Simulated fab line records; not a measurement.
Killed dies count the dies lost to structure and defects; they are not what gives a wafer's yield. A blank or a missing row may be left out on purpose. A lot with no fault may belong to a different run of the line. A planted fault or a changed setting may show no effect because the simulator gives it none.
Struck lot and sound lot, side by side | flow sky130 | 21 out of 708 route steps
Sound: wafers L529.3, L529.4, L529.6. Wafers L532.4, L532.5, L532.6 were the ones struck. The cause comes at the end.
Per side, at each step with rows, come the tool, then ch with its chambers, and then its first start. Under that, the readings that differ: sound wafers | struck wafers | difference of the means | sigmas: that difference in standard deviations of wafers without a fault.
alike: a reading whose means differ by less than 2 such deviations, as well as words and numbers matching on both sides. not compared: withheld readings; readings where some wafer has no value; bounds like >300 that might hide an equal value; numbers whose values overlap and for which the record gives no deviation.
The two part at a step that has a row with sigmas, a row that says differs or no value, or rows on one side only. Non-overlapping numbers with no deviation appear without sigmas and do not part them. A reading missing from all wafers of one side parts the sides only when that side holds two or more wafers.

first, 1 step without rows for these wafers: SKY_RES_XHIGH_IMPLANT_07.
SKY_RES_XHIGH_STRIP_08: strips in O2/N2.
  sound on plasma asher-03 ch 0,1, day 26 05:19; struck on plasma asher-03 ch 0,1, day 27 14:31
  alike: chamber pressure mTorr, drypump motor current A, oes product au, strip time to endpoint s
  not compared: rf hours counter h
SKY_RES_XHIGH_TW_MEAS_09:
  sound on film metro-03 at day 26 05:25; struck on film metro-03 at day 27 14:37
  alike: RES_XHIGH_TW
then, 7 steps without rows for these wafers: SKY_SD_N_DEHYDRATE_00 (time 60 s); SKY_SD_N_HMDS_01 (prime time 60 s); SKY_SD_N_COAT_02 (resist thk 1140 nm); SKY_SD_N_SOFTBAKE_03 (time 60 s); SKY_SD_N_EXPOSE_04 (exposes mask NSDM, target cd 380 nm); SKY_SD_N_PEB_05; SKY_SD_N_DEVELOP_06 (develop time 60 s).
SKY_SD_N_CD_MEAS_07: the cd target is 380 nm.
  sound on cd sem-02 at day 27 09:49; struck on cd sem-02 at day 28 19:11
  alike: cd nm
SKY_SD_N_OVL_MEAS_08:
  sound on overlay-02 at day 27 09:55; struck on overlay-01 at day 28 19:16
  alike: SD_N_OVL
SKY_SD_N_IMPLANT_09:
  sound on implanter-04 ch 0, day 27 09:59; struck on implanter-04 ch 0, day 28 19:22
  reading       | sound                         | struck                        | difference | sigmas
  dose ions cm2 | 3.995e+15 3.995e+15 3.997e+15 | 3.727e+15 3.732e+15 3.731e+15 | -2.657e+14 | -59
  alike: beam energy keV
after that, 1 step had no rows for these wafers: SKY_SD_N_IMPLANT_10.
SKY_SD_N_STRIP_11: strips in O2/N2.
  sound on plasma asher-04 ch 0,1, day 27 10:16; struck on plasma asher-03 ch 0,1, day 28 19:37
  reading                      | sound             | struck            | difference | sigmas
  strip time to endpoint s (s) | 22.59 22.51 22.50 | 22.28 22.31 22.26 | -0.25      | -7
  alike: chamber pressure mTorr, drypump motor current A, oes product au
  not compared: rf hours counter h
SKY_SD_N_TW_MEAS_12:
  sound on film metro-01 at day 27 10:21; struck on film metro-03 at day 28 19:43
  alike: SD_N_TW
then, 1 step without rows for these wafers: SKY_SD_N_CLEAN_13 (cleans in SC1/SC2, time 150 s).
SKY_SD_N_RTA_14: time 2 s.
  sound on rtp anneal-02 ch 0, day 27 10:28; struck on rtp anneal-02 ch 0, day 28 19:49
  alike: lamp power pct, wafer_temp_C_max
SKY_SD_N_RS_MEAS_16: measures by four-point-probe.
  sound on film metro-02 at day 27 10:40; struck on film metro-03 at day 28 20:02
  reading          | sound             | struck            | difference | sigmas
  SD_N_RS (ohm/sq) | 68.67 68.65 68.76 | 68.93 69.19 69.11 | +0.38      | +3
SKY_SD_N_RS_MEAS_17: measures by four-point-probe.
  sound on film metro-02 at day 27 10:47; struck on film metro-03 at day 28 20:09
  alike: SD_P_RS
-- here the record skips 17 days between the struck wafers' starts before and after, leaving off in module SD_N and picking up in module PAD_OPEN (first step shown: number 708 of the route) --
SKY_PAD_OPEN_PROBE_99:
  sound on prober-02 at day 45 08:12; struck on prober-01 at day 46 06:49
  alike: killed_at_M0_to_M3, killed_at_M4_up, killed at contacts, killed at front end, killed at other, killed dies, killed open, killed short
  not compared: model.etest.res ndiff hv.rs ohm sq, model.etest.res ndiff.rs ohm sq

WHERE THEY PART
Earliest at SKY_SD_N_IMPLANT_09; latest, in this record, at SKY_SD_N_RS_MEAS_16. Later steps at which nothing parts them and some readings are alike: SKY_SD_N_RS_MEAS_17, SKY_PAD_OPEN_PROBE_99.

WHY: whatever the simulator had introduced
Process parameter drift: implanter-04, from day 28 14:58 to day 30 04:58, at SKY_SD_N_IMPLANT_09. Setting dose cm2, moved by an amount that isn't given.
